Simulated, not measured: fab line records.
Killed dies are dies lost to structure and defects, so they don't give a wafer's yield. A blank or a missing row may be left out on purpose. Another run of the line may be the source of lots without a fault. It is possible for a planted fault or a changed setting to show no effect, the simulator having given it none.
Code-filled problem report in 8D (eight disciplines) form -- flow gf180mcu -- the parts of the form that need people (team, actions taken, sign-off) are left out

1. THE ISSUE
V3_CVD_02_THK at GF_V3_THK_MEAS_03 reads a mean of 704 nm on 1 wafer of 1 lot; wafers without a fault read 848 nm with a standard deviation of 12. Relative to the usual mean, that is a shift of -12 standard deviations.
The first sign was on wafer L398.5 at day 26 22:59, on film-metro-04. The record holds 33 wafers of 11 lots with a number at this step. Rule for "out", or "out of limits": more than 4 standard deviations from the usual mean. The other wafers with a number count as sound.

2. WHAT IT IS, AND WHAT IT ISN'T
question,is,is not
which readings at this step,V3_CVD_02_THK,-
which lots,L398,"L382, L386, L387, L388, L391, L392, L393, L395, L396, L405"
which wafers of those lots,L398.5,"L398.1, L398.6"
read on which gauges,film-metro-04,"film-metro-02, film-metro-03"
when,from day 26 22:59,up to then (29 sound wafers); but 3 sound wafers of L405 came after

3. WHAT RULES OUT EACH SUSPECT
Counting: any tool at a process step up to the reading remains a suspect provided it ran every lot that is out. Sound lots after the first of them don't rule it out here, since some wafers of a struck lot are sound.
- the gauge at GF_V3_THK_MEAS_03 has been ruled out. All the wafers that are out were read on film-metro-04, but those of them that GF_V3_CVD_02 has rows for are out there too, on other tools.
- pvd-sputter-01 at GF_M3_SPUTTER_00 (material Ti, target thk 37.5 nm, time 150 s): kept. The lot that is out, L398, ran on it at day 26 02:31; the last sound lot it ran before that was L395, at day 25 03:46.
- pvd-sputter-01 at GF_M3_SPUTTER_04 (material TiN, target thk 50 nm, time 41.7 s): kept. The lot that is out, L398, ran on it at day 26 02:42; the last sound lot it ran before that was L395, at day 25 03:57.
- pecvd-02 at GF_V3_CVD_02 (deposits SiO2 from TEOS, target thk 850 nm, time 94.851 s): kept. The lot that is out, L398, ran on it at day 26 22:55; the last sound lot it ran before that was L396, at day 26 19:56. Out on those wafers are its own readings of run-length-s.
- pecvd-02, GF_V3_CVD_02: wafers that are out in chamber 0, sound lot-mates in chambers 1, 2.
Left after counting: pvd-sputter-01 at GF_M3_SPUTTER_00, pvd-sputter-01 at GF_M3_SPUTTER_04, pecvd-02 at GF_V3_CVD_02.

4. THE CAUSE (what the simulator had put in)
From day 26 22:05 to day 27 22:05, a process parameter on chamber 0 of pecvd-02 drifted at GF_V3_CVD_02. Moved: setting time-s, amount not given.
Counting leaves 3 suspects; this tool is one of them.

5. THE EFFECT CHAIN, in route order
Each row: a reading whose mean over the struck wafers that have a number lies more than 3 standard deviations from the usual. Readings are gone through only where the record gives a usual standard deviation; hours: the median, over the lots, of the time from a lot's start at the first step in this table giving one to that lot's start at this step; sigmas: the change measured in usual standard deviations.
hours,step,reading,usual,on struck wafers,change,sigmas
0,GF_V3_CVD_02,run-length-s,122.8 s,105.9,-16.9,-34
0,GF_V3_THK_MEAS_03,V3_CVD_02_THK,848 nm,704,-144,-12
0,GF_V3_CMP_04,time-to-endpoint-s,78 s,27,-51,-10
Process steps it contains:
- GF_V3_CVD_02: deposits SiO2 from TEOS, target thk 850 nm, time 94.851 s.
- GF_V3_CMP_04: polishes SiO2.

6. WHAT WOULD HAVE CAUGHT IT SOONER
In this record the first reading out of limits at a measuring or inspecting step was taken at day 26 22:59, 1 hour after the fault began at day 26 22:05.
The tool's own readings at GF_V3_CVD_02 were out on every struck wafer that the step has a row for (run-length-s): an alarm limit on them would have fired on the first of those.
All the lots that are out (1) had begun GF_V3_CVD_02 on pecvd-02 by day 26 22:59. Tool hold at that time: it would have spared none of them.
